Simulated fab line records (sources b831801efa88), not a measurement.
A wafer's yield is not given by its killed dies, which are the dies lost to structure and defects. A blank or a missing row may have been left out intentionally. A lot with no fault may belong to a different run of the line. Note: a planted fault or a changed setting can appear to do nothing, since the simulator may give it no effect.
The tool behind it: which one? || flow gf180mcu || Sampling: 12 lots, 32 wafers, 5 of 602 route steps

## WHAT THE GAUGES READ, wafer by wafer
GF_VT_IMPLANT_RS_MEAS_47: uses a four-point probe to measure.
{"lot": "L805", "measured": "day 7 20:53", "on": "filmMetro-04", "NWELL_RS (ohm/sq)": "484.6 485.2 485.6"}
{"lot": "L806", "measured": "day 8 01:23", "on": "filmMetro-03", "NWELL_RS (ohm/sq)": "487.4 489.0 489.3"}
{"lot": "L807", "measured": "day 8 05:05", "on": "filmMetro-03", "NWELL_RS (ohm/sq)": "487.7 487.4 487.6"}
{"lot": "L808", "measured": "day 8 20:20", "on": "filmMetro-03", "NWELL_RS (ohm/sq)": "481.5 481.9"}
{"lot": "L811", "measured": "day 9 06:58", "on": "filmMetro-01", "NWELL_RS (ohm/sq)": "488.4 487.9 488.5"}
{"lot": "L815", "measured": "day 10 12:27", "on": "filmMetro-04", "NWELL_RS (ohm/sq)": "482.0 481.3"}
{"lot": "L818", "measured": "day 11 07:30", "on": "filmMetro-03", "NWELL_RS (ohm/sq)": "488.4 490.7 487.5"}
{"lot": "L822", "measured": "day 12 08:26", "on": "filmMetro-04", "NWELL_RS (ohm/sq)": "487.3 487.0 486.8"}
{"lot": "L823", "measured": "day 12 16:47", "on": "filmMetro-03", "NWELL_RS (ohm/sq)": "485.4 485.5 485.7"}
{"lot": "L825", "measured": "day 13 02:13", "on": "filmMetro-04", "NWELL_RS (ohm/sq)": "486.7 488.6 489.4"}
{"lot": "L826", "measured": "day 13 14:13", "on": "filmMetro-04", "NWELL_RS (ohm/sq)": "489.1 487.7 489.3"}
{"lot": "L827", "measured": "day 13 20:15", "on": "filmMetro-01", "NWELL_RS (ohm/sq)": "487.1 489.0 487.0"}

GF_VT_IMPLANT_RS_MEAS_48: uses a four-point probe to measure.
{"lot": "L805", "measured": "day 7 21:00", "on": "filmMetro-04", "LVPWELL_RS (ohm/sq)": "1200.0 1201.0 1201.7"}
{"lot": "L806", "measured": "day 8 01:30", "on": "filmMetro-03", "LVPWELL_RS (ohm/sq)": "1198.4 1195.5 1193.7"}
{"lot": "L807", "measured": "day 8 05:12", "on": "filmMetro-03", "LVPWELL_RS (ohm/sq)": "1198.5 1197.6 1201.8"}
{"lot": "L808", "measured": "day 8 23:08", "on": "filmMetro-03", "LVPWELL_RS (ohm/sq)": 1195.2}
{"lot": "L811", "measured": "day 9 07:05", "on": "filmMetro-01", "LVPWELL_RS (ohm/sq)": "1199.2 1193.4 1195.8"}
{"lot": "L815", "measured": "day 10 21:18", "on": "filmMetro-04", "LVPWELL_RS (ohm/sq)": 1197.3}
{"lot": "L818", "measured": "day 11 07:37", "on": "filmMetro-03", "LVPWELL_RS (ohm/sq)": "1198.0 1199.9 1202.8"}
{"lot": "L822", "measured": "day 12 08:33", "on": "filmMetro-04", "LVPWELL_RS (ohm/sq)": "1194.5 1201.6 1197.7"}
{"lot": "L823", "measured": "day 12 16:54", "on": "filmMetro-03", "LVPWELL_RS (ohm/sq)": "1193.6 1195.7 1194.1"}
{"lot": "L825", "measured": "day 13 02:20", "on": "filmMetro-04", "LVPWELL_RS (ohm/sq)": "1195.3 1196.5 1196.2"}
{"lot": "L826", "measured": "day 13 14:20", "on": "filmMetro-04", "LVPWELL_RS (ohm/sq)": "1198.2 1199.5 1198.7"}
{"lot": "L827", "measured": "day 13 20:22", "on": "filmMetro-01", "LVPWELL_RS (ohm/sq)": "1196.8 1193.1 1196.3"}

GF_CONTACT_RS_MEAS_25: uses a four-point probe to measure.
{"lot": "L805", "measured": "day 16 13:21", "on": "filmMetro-04", "CONTACT_W_RS (ohm/sq)": "0.386 0.385 0.382"}
{"lot": "L806", "measured": "day 16 15:53", "on": "filmMetro-04", "CONTACT_W_RS (ohm/sq)": "0.382 0.384 0.387"}
{"lot": "L807", "measured": "day 17 02:28", "on": "filmMetro-03", "CONTACT_W_RS (ohm/sq)": "0.382 0.380 0.380"}
{"lot": "L808", "measured": "day 17 15:52", "on": "filmMetro-03", "CONTACT_W_RS (ohm/sq)": 0.391}
{"lot": "L811", "measured": "day 18 07:34", "on": "filmMetro-04", "CONTACT_W_RS (ohm/sq)": "0.392 0.386 0.387"}
{"lot": "L815", "measured": "day 20 00:56", "on": "filmMetro-01", "CONTACT_W_RS (ohm/sq)": 0.383}
{"lot": "L818", "measured": "day 21 00:11", "on": "filmMetro-04", "CONTACT_W_RS (ohm/sq)": "0.388 0.387 0.377"}
{"lot": "L822", "measured": "day 22 14:10", "on": "filmMetro-03", "CONTACT_W_RS (ohm/sq)": "0.391 0.383 0.392"}
{"lot": "L823", "measured": "day 22 20:00", "on": "filmMetro-01", "CONTACT_W_RS (ohm/sq)": "0.387 0.391 0.389"}
{"lot": "L825", "measured": "day 23 05:48", "on": "filmMetro-04", "CONTACT_W_RS (ohm/sq)": "0.382 0.377 0.375"}
{"lot": "L826", "measured": "day 23 22:37", "on": "filmMetro-03", "CONTACT_W_RS (ohm/sq)": "0.378 0.383 0.383"}
{"lot": "L827", "measured": "day 24 00:39", "on": "filmMetro-04", "CONTACT_W_RS (ohm/sq)": "0.385 0.381 0.384"}

## WHAT TOOL EACH LOT RAN ON (gives the tool, then ch and the chambers of the sampled wafers, and finally the start)
{"lot": "L805", "GF_STI_CMP_25": "cmp-01 ch 1,2,3, day 2 03:30", "GF_NWELL_IMPLANT_09": "implanter-02 ch 0, day 3 12:59"}
{"lot": "L806", "GF_STI_CMP_25": "cmp-01 ch 0,1,2, day 2 12:57", "GF_NWELL_IMPLANT_09": "implanter-04 ch 0, day 3 17:41"}
{"lot": "L807", "GF_STI_CMP_25": "cmp-01 ch 0,2,3, day 2 17:18", "GF_NWELL_IMPLANT_09": "implanter-04 ch 0, day 3 21:21"}
{"lot": "L808", "GF_STI_CMP_25": "cmp-01 ch 1, day 3 04:03", "GF_NWELL_IMPLANT_09": "implanter-04 ch 0, day 4 08:59"}
{"lot": "L811", "GF_STI_CMP_25": "cmp-02 ch 1,3, day 3 09:52", "GF_NWELL_IMPLANT_09": "implanter-01 ch 0, day 4 16:53"}
{"lot": "L815", "GF_STI_CMP_25": "cmp-01 ch 3, day 4 07:40", "GF_NWELL_IMPLANT_09": "implanter-04 ch 0, day 5 16:25"}
{"lot": "L818", "GF_STI_CMP_25": "cmp-02 ch 0,3, day 4 23:25", "GF_NWELL_IMPLANT_09": "implanter-01 ch 0, day 6 07:08"}
{"lot": "L822", "GF_STI_CMP_25": "cmp-02 ch 1,2,3, day 5 19:12", "GF_NWELL_IMPLANT_09": "implanter-01 ch 0, day 7 05:30"}
{"lot": "L823", "GF_STI_CMP_25": "cmp-02 ch 2,3, day 6 01:59", "GF_NWELL_IMPLANT_09": "implanter-02 ch 0, day 7 11:24"}
{"lot": "L825", "GF_STI_CMP_25": "cmp-01 ch 0,1,3, day 6 10:38", "GF_NWELL_IMPLANT_09": "implanter-01 ch 0, day 7 19:50"}
{"lot": "L826", "GF_STI_CMP_25": "cmp-02 ch 1,2, day 6 17:59", "GF_NWELL_IMPLANT_09": "implanter-04 ch 0, day 8 06:33"}
{"lot": "L827", "GF_STI_CMP_25": "cmp-02 ch 1,2,3, day 6 23:08", "GF_NWELL_IMPLANT_09": "implanter-04 ch 0, day 8 09:50"}
- GF_STI_CMP_25: polishes, stops on Si3N4, t overpolish 33 s, target thk 524.6 nm.
- GF_NWELL_IMPLANT_09

## WHAT THE TOOLS THEMSELVES READ (means of the sampled wafers that have a number; where no wafer has one, the mark that the record gives instead)
GF_STI_CMP_25.
{"lot": "L805", "tool": "cmp-01", "motorCurrentA (A)": 13.3, "overpolishRunS (s)": 33.001, "retainingRingPressureFrac": 1.002, "timeToEndpointS (s)": 125}
{"lot": "L806", "tool": "cmp-01", "motorCurrentA (A)": 13.7, "overpolishRunS (s)": 33.002, "retainingRingPressureFrac": 1.001, "timeToEndpointS (s)": 127}
{"lot": "L807", "tool": "cmp-01", "motorCurrentA (A)": 13.1, "overpolishRunS (s)": 32.998, "retainingRingPressureFrac": 1.000, "timeToEndpointS (s)": 124}
{"lot": "L808", "tool": "cmp-01", "motorCurrentA (A)": 14.7, "overpolishRunS (s)": 33.002, "retainingRingPressureFrac": 0.997, "timeToEndpointS (s)": 131}
{"lot": "L811", "tool": "cmp-02", "motorCurrentA (A)": 11.3, "overpolishRunS (s)": 32.994, "retainingRingPressureFrac": 1.002, "timeToEndpointS (s)": 122}
{"lot": "L815", "tool": "cmp-01", "motorCurrentA (A)": 13.4, "overpolishRunS (s)": 33.005, "retainingRingPressureFrac": 1.007, "timeToEndpointS (s)": 118}
{"lot": "L818", "tool": "cmp-02", "motorCurrentA (A)": 11.4, "overpolishRunS (s)": 33.003, "retainingRingPressureFrac": 0.999, "timeToEndpointS (s)": 128}
{"lot": "L822", "tool": "cmp-02", "motorCurrentA (A)": 12.2, "overpolishRunS (s)": 33.005, "retainingRingPressureFrac": 1.006, "timeToEndpointS (s)": 125}
{"lot": "L823", "tool": "cmp-02", "motorCurrentA (A)": 13.1, "overpolishRunS (s)": 33.011, "retainingRingPressureFrac": 0.998, "timeToEndpointS (s)": 124}
{"lot": "L825", "tool": "cmp-01", "motorCurrentA (A)": 13.7, "overpolishRunS (s)": 33.003, "retainingRingPressureFrac": 1.002, "timeToEndpointS (s)": 119}
{"lot": "L826", "tool": "cmp-02", "motorCurrentA (A)": 12.3, "overpolishRunS (s)": 32.995, "retainingRingPressureFrac": 0.997, "timeToEndpointS (s)": 123}
{"lot": "L827", "tool": "cmp-02", "motorCurrentA (A)": 12.1, "overpolishRunS (s)": 32.995, "retainingRingPressureFrac": 1.005, "timeToEndpointS (s)": 124}

GF_NWELL_IMPLANT_09.
{"lot": "L805", "tool": "implanter-02", "beamOnS (s)": 9.85, "faradayCurrentUA": 22.8}
{"lot": "L806", "tool": "implanter-04", "beamOnS (s)": 9.91, "faradayCurrentUA": 22.7}
{"lot": "L807", "tool": "implanter-04", "beamOnS (s)": 9.84, "faradayCurrentUA": 22.9}
{"lot": "L808", "tool": "implanter-04", "beamOnS (s)": 10.92, "faradayCurrentUA": 20.7}
{"lot": "L811", "tool": "implanter-01", "beamOnS (s)": 10.14, "faradayCurrentUA": 22.2}
{"lot": "L815", "tool": "implanter-04", "beamOnS (s)": 11.03, "faradayCurrentUA": 20.4}
{"lot": "L818", "tool": "implanter-01", "beamOnS (s)": 9.96, "faradayCurrentUA": 22.6}
{"lot": "L822", "tool": "implanter-01", "beamOnS (s)": 9.84, "faradayCurrentUA": 22.9}
{"lot": "L823", "tool": "implanter-02", "beamOnS (s)": 10.08, "faradayCurrentUA": 22.3}
{"lot": "L825", "tool": "implanter-01", "beamOnS (s)": 9.96, "faradayCurrentUA": 22.6}
{"lot": "L826", "tool": "implanter-04", "beamOnS (s)": 10.04, "faradayCurrentUA": 22.5}
{"lot": "L827", "tool": "implanter-04", "beamOnS (s)": 10.02, "faradayCurrentUA": 22.5}

## THE ANSWER, worked out from the rows above alone
Rule: the lots themselves supply what counts as usual. The widest of any qualifying gaps counts: lots, ordered by their means at a reading, are off when they make up no more than a third of the lots, leave a main group of 4 or more, and stand apart from it by 3 or more times the standard deviation of that group's means. If all means in a main group match to the digits the tables above print for the reading, that group is not used. Also off: a lot with no number at a reading for which 4 or more lots have one. The other lots that the step has rows for count as sound. Order of review: gauges by route order, followed by the tools' own readings, for which a lot's mean as printed above is used. The first step at which some lot is off is used, and at that step the reading that is off furthest; a lot without a number counts as furthest.
Off: L808, L815 (GF_NWELL_IMPLANT_09, beamOnS). For the main group the mean is 9.96 s and the standard deviation 0.1.
If a tool, at that step or one of the process steps before it, ran each lot that is off and ran no sound lot following the first of them, it fits. Not one of the candidates tried fits.

## WHAT HAD BEEN PUT IN BY THE SIMULATOR
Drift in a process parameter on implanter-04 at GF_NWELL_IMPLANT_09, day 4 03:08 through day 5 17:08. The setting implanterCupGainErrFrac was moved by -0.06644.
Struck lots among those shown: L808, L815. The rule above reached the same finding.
